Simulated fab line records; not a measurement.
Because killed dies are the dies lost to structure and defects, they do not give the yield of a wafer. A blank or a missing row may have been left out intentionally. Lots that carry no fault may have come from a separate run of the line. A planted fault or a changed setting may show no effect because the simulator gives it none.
fab line records    flow gf180mcu
record: lots: 13  wafers: 39  last-day: 34
route steps=602 shown MIM@507 M5@533 V5@542
lots untouched by any fault: they come from a run of this same line in which no faults occurred
start-h: hours from the record's first day to the start of the lot's first wafer shown    wait-h: how many hours have passed since the lot's step before this one    " the same as in the row above    L1.1+2: a row that stands for several wafers    - either no value or no given start    * or withheld: withheld    < > ~ a bound
route shown NAME@n: names a module that has steps shown in the file, with the first one's number in the route    usual: average and standard deviation across the fault-free wafers    same: alike in all rows    chamber/n: place in a boat    sites: readings site by site    _std_site: the standard deviation of these    _edge_site: mean of outer sites minus mean of inner sites    radius-mm: how far each site lies from the wafer's centre    mask NAME#n: copy n    behind: tool/chamber where the wafer was last shaped    hold: why the lot was held/for how many hours/how that ended    device: which transistor (n, p or np) failed to switch    end of line: the route-end tests of the same wafers    for a step that has no rows: nothing shown but its recipe    killed: at the first sort, the dies lost to defects and structure; wafer yield is something else    map: a wafer's dies, x killed, . not, _ none there
set.NAME: the setting the step ran with; set.NAME@STEP: the setting that earlier step ran with    model.NAME: the simulator's own value behind a step, which no gauge read
the route's steps for a sample of lots (tables are steps, rows are wafers)
services: from which hour (start-h, from the record's first day; less than 0 if before it) a tool's chamber was out of use, for how many hours, and why
== steps ==
step: GF_MIM_SPUTTER_04
recipe: material: TiN  target-thk-nm: 50  power-w: 6500  time-s: 41.7  chamber-pressure-pa: 0.4
usual: throttle-valve-pct: 30.4/1
same: time-s: 41.7
lot.wafer  tool            chamber  start-h  wait-h  throttle-valve-pct
L330.2     pvd-sputter-04  -        602.73   0.0     29.8
L330.5     "               -        "        "       30.1
L330.6     "               -        "        "       30.3
L331.1     pvd-sputter-03  -        615.36   0.0     31.3
L331.3     "               -        "        "       30.6
L331.4     "               -        "        "       29.8
L332.1     pvd-sputter-01  -        634.77   0.0     30.4
L332.3     "               -        "        "       33.2
L332.4     "               -        "        "       30.2
L333.1     pvd-sputter-01  -        635.79   0.0     30.6
L333.3     "               -        "        "       33.3
L333.6     "               -        "        "       30.6
L334.3     pvd-sputter-03  -        637.01   0.0     30.5
L334.4     "               -        "        "       31.4
L334.5     "               -        "        "       29.9
L335.2     pvd-sputter-03  -        650.80   0.0     31.2
L335.4     "               -        "        "       30.0
L335.6     "               -        "        "       30.1
L336.2     pvd-sputter-01  -        657.02   0.0     30.1
L336.3     "               -        "        "       30.0
L336.6     "               -        "        "       30.2
L339.1     pvd-sputter-03  -        669.31   0.0     29.1
L339.2     "               -        "        "       31.3
L339.3     "               -        "        "       29.9
L342.1     pvd-sputter-01  -        693.43   0.0     29.9
L342.4     "               -        "        "       30.5
L342.6     "               -        "        "       33.0
L344.2     pvd-sputter-04  -        705.75   0.0     30.4
L344.3     "               -        "        "       29.7
L344.5     "               -        "        "       29.9
L347.1     pvd-sputter-04  -        725.52   0.0     30.1
L347.2     "               -        "        "       29.7
L347.3     "               -        "        "       30.2
L348.1     pvd-sputter-01  -        730.65   0.0     30.4
L348.2     "               -        "        "       33.2
L348.3     "               -        "        "       30.2
L349.1     pvd-sputter-03  -        733.43   0.0     28.7
L349.4     "               -        "        "       30.1
L349.6     "               -        "        "       30.4
step: GF_M5_CD_MEAS_07
recipe: target-cd-nm: 280
usual: cd-nm: 279.8/1.3
lot.wafer  tool       chamber  start-h  wait-h  cd-nm
L330.2     cd-sem-02  -        644.50   0.1     279.6
L330.5     "          -        "        "       280.5
L330.6     "          -        "        "       281.1
L331.1     cd-sem-02  -        656.73   0.1     280.7
L331.3     "          -        "        "       279.5
L331.4     "          -        "        "       282.3
L332.1     cd-sem-02  -        673.86   0.1     280.6
L332.3     "          -        "        "       281.2
L332.4     "          -        "        "       279.7
L333.1     cd-sem-02  -        676.03   0.1     281.0
L333.3     "          -        "        "       281.0
L333.6     "          -        "        "       279.6
L334.3     cd-sem-01  -        676.55   0.1     281.2
L334.4     "          -        "        "       280.8
L334.5     "          -        "        "       281.1
L335.2     cd-sem-01  -        689.95   0.1     279.0
L335.4     "          -        "        "       277.5
L335.6     "          -        "        "       277.4
L336.2     cd-sem-02  -        695.38   0.1     279.1
L336.3     "          -        "        "       278.9
L336.6     "          -        "        "       279.2
L339.1     cd-sem-01  -        707.21   0.1     280.6
L339.2     "          -        "        "       281.5
L339.3     "          -        "        "       280.4
L342.1     cd-sem-02  -        731.11   0.1     280.8
L342.4     "          -        "        "       280.7
L342.6     "          -        "        "       281.5
L344.2     cd-sem-01  -        742.58   0.1     279.9
L344.3     "          -        "        "       280.6
L344.5     "          -        "        "       280.5
L347.1     cd-sem-02  -        759.88   0.1     281.3
L347.2     "          -        "        "       283.0
L347.3     "          -        "        "       281.6
L348.1     cd-sem-02  -        765.41   0.1     280.5
L348.2     "          -        "        "       280.4
L348.3     "          -        "        "       279.5
L349.1     cd-sem-01  -        767.88   0.1     278.8
L349.4     "          -        "        "       277.4
L349.6     "          -        "        "       277.8
step: GF_V5_CVD_02
recipe: material: SiO2  target-thk-nm: 1450  precursor: TEOS  temp-c: 400  time-s: 163.28  rf-w: 600
usual: heater-power-outer-w: 379/64  heater-power-w: 653/95
lot.wafer  tool      chamber  start-h  wait-h  heater-power-outer-w  heater-power-w
L330.2     pecvd-01  0        645.48   0.0     497                   798
L330.5     "         0        "        "       379                   661
L330.6     "         1        "        "       392                   692
L331.1     pecvd-03  2        657.70   0.1     471                   788
L331.3     "         1        "        "       347                   602
L331.4     "         0        "        "       287                   500
L332.1     pecvd-01  1        674.86   0.1     352                   622
L332.3     "         1        "        "       401                   720
L332.4     "         0        "        "       376                   661
L333.1     pecvd-02  2        677.01   0.1     392                   661
L333.3     "         0        "        "       461                   773
L333.6     "         0        "        "       337                   624
L334.3     pecvd-03  0        677.61   0.0     358                   584
L334.4     "         0        "        "       392                   627
L334.5     "         1        "        "       409                   674
L335.2     pecvd-03  2        690.89   0.0     406                   723
L335.4     "         1        "        "       398                   669
L335.6     "         2        "        "       478                   808
L336.2     pecvd-03  2        696.33   0.0     491                   816
L336.3     "         1        "        "       391                   675
L336.6     "         2        "        "       376                   678
L339.1     pecvd-02  2        708.18   0.1     452                   724
L339.2     "         1        "        "       269                   477
L339.3     "         0        "        "       402                   714
L342.1     pecvd-02  1        732.05   0.1     253                   475
L342.4     "         1        "        "       311                   543
L342.6     "         0        "        "       465                   791
L344.2     pecvd-01  2        743.50   0.0     422                   731
L344.3     "         1        "        "       411                   729
L344.5     "         1        "        "       311                   589
L347.1     pecvd-02  0        760.82   0.1     422                   741
L347.2     "         1        "        "       335                   578
L347.3     "         1        "        "       247                   455
L348.1     pecvd-03  1        766.35   0.1     335                   595
L348.2     "         2        "        "       522                   841
L348.3     "         0        "        "       361                   613
L349.1     pecvd-01  0        768.85   0.1     392                   674
L349.4     "         2        "        "       310                   561
L349.6     "         0        "        "       468                   763
step: GF_V5_THK_MEAS_03
recipe: reads: SiO2_of_V5_CVD_02
usual: V5_CVD_02_THK: 1451/21
lot.wafer  tool           chamber  start-h  wait-h  V5_CVD_02_THK[nm]
L330.2     film-metro-01  -        645.60   0.1     1431
L330.5     "              -        "        "       1454
L330.6     "              -        "        "       1474
L331.1     film-metro-01  -        657.80   0.1     1435
L331.3     "              -        "        "       1446
L331.4     "              -        "        "       1474
L332.1     film-metro-04  -        675.02   0.1     1458
L332.3     "              -        "        "       1467
L332.4     "              -        "        "       1448
L333.1     film-metro-02  -        677.12   0.1     1439
L333.3     "              -        "        "       1464
L333.6     "              -        "        "       1488
L334.3     film-metro-02  -        677.74   0.1     1439
L334.4     "              -        "        "       1457
L334.5     "              -        "        "       1444
L335.2     film-metro-01  -        691.01   0.1     1766
L335.4     "              -        "        "       1451
L335.6     "              -        "        "       1819
L336.2     film-metro-04  -        696.45   0.1     1792
L336.3     "              -        "        "       1441
L336.6     "              -        "        "       1815
L339.1     film-metro-04  -        708.29   0.1     1422
L339.2     "              -        "        "       1442
L339.3     "              -        "        "       1454
L342.1     film-metro-01  -        732.16   0.1     1423
L342.4     "              -        "        "       1449
L342.6     "              -        "        "       1460
L344.2     film-metro-04  -        743.62   0.1     1452
L344.3     "              -        "        "       1448
L344.5     "              -        "        "       1453
L347.1     film-metro-02  -        760.98   0.1     1444
L347.2     "              -        "        "       1455
L347.3     "              -        "        "       1477
L348.1     film-metro-02  -        766.46   0.1     1465
L348.2     "              -        "        "       1467
L348.3     "              -        "        "       1457
L349.1     film-metro-01  -        768.96   0.1     1449
L349.4     "              -        "        "       1486
L349.6     "              -        "        "       1469
step: GF_V5_CMP_04
recipe: material: SiO2  down-force-psi: 4  platen-rpm: 60  pad-velocity-m-s: 0.94248
usual: motor-current-A: 11.4/0.66
lot.wafer  tool    chamber  start-h  wait-h  motor-current-A
L330.2     cmp-01  2        645.65   0.0     12.1
L330.6     "       2        "        "       11.8
L330.5     "       3        "        "       11.1
L331.4     cmp-01  1        657.86   0.0     10.9
L331.3     "       3        "        "       11.2
L331.1     "       0        "        "       12.8
L332.3     cmp-02  1        675.08   0.0     11.4
L332.4     "       2        "        "       11.9
L332.1     "       0        "        "       11.5
L333.1     cmp-01  3        677.23   0.1     11.0
L333.3     "       0        "        "       12.7
L333.6     "       3        "        "       11.3
L334.4     cmp-02  0        677.83   0.1     10.4
L334.3     "       1        "        "       11.2
L334.5     "       3        "        "       10.5
L335.4     cmp-02  2        691.06   0.0     12.0
L335.2     "       0        "        "       11.2
L335.6     "       3        "        "       10.9
L336.3     cmp-02  2        696.60   0.1     11.9
L336.2     "       3        "        "       10.6
L336.6     "       1        "        "       11.3
L339.1     cmp-02  1        708.40   0.1     11.8
L339.2     "       2        "        "       11.4
L339.3     "       3        "        "       10.1
L342.4     cmp-01  0        732.27   0.1     12.5
L342.1     "       1        "        "       11.3
L342.6     "       3        "        "       11.2
L344.2     cmp-01  2        743.67   0.0     11.4
L344.3     "       1        "        "       11.0
L344.5     "       3        "        "       11.5
L347.3     cmp-02  1        761.33   0.3     11.4
L347.1     "       2        "        "       11.5
L347.2     "       3        "        "       10.3
L348.1     cmp-02  2        766.57   0.1     11.6
L348.3     "       3        "        "       10.1
L348.2     "       0        "        "       11.2
L349.1     cmp-02  3        769.31   0.3     11.2
L349.4     "       1        "        "       11.6
L349.6     "       0        "        "       11.1
== services ==
tool            chamber  start-h  hours  kind
cmp-01          -        586.73   2.3    repair
pecvd-01        -        591.12   14.0   pm
pecvd-01        1        607.22   23.9   repair
cmp-02          -        636.89   0.7    repair
pecvd-01        2        653.96   32.6   repair
cmp-02          -        654.53   6.6    pm
pecvd-03        -        666.80   2.3    repair
cmp-01          -        676.18   0.7    repair
pvd-sputter-03  0        678.63   -      consumable-replace:kit
pvd-sputter-03  0        678.63   18.0   scheduled-down
pvd-sputter-03  0        678.63   18.0   vent-cycle
pvd-sputter-01  0        693.47   -      consumable-replace:kit
pvd-sputter-01  0        693.47   18.0   scheduled-down
pvd-sputter-01  0        693.47   18.0   vent-cycle
pecvd-03        -        705.02   28.1   pm
pecvd-01        0        705.43   14.9   repair
pvd-sputter-04  -        727.57   3.2    repair
pvd-sputter-03  -        742.57   0.6    repair
cmp-01          -        744.22   4.0    pm
cmp-01          -        748.22   -      consumable-replace:conditioner
cmp-01          -        748.22   -      consumable-replace:pad
cmp-01          -        751.05   18.2   pm
pvd-sputter-03  3        757.26   -      consumable-replace:kit
pecvd-02        2        758.96   8.4    repair
== key ==
first-sign: step: GF_V5_THK_MEAS_03  reading: V5_CVD_02_THK  direction: up  sigmas: 17  usual: 1451  struck: 1798
effect none on later readings
met-at GF_V5_CVD_02
struck-lots L335,L336
struck-wafers L335.2,L335.6,L336.2,L336.6
not-acting-at GF_MIM_SPUTTER_04,GF_M5_CD_MEAS_07,GF_V5_CMP_04
onset-between 677.61 690.89
fault: kind: process-parameter-drift  tool: pecvd-03  chamber: -  onset-h: 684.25  steps: GF_V5_CVD_02  channel: target-thk-nm  offset: 348.33  shape: step  end-h: 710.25  scope: struck-wafers-only  acts-in: these-recipes-only  stated: 1450
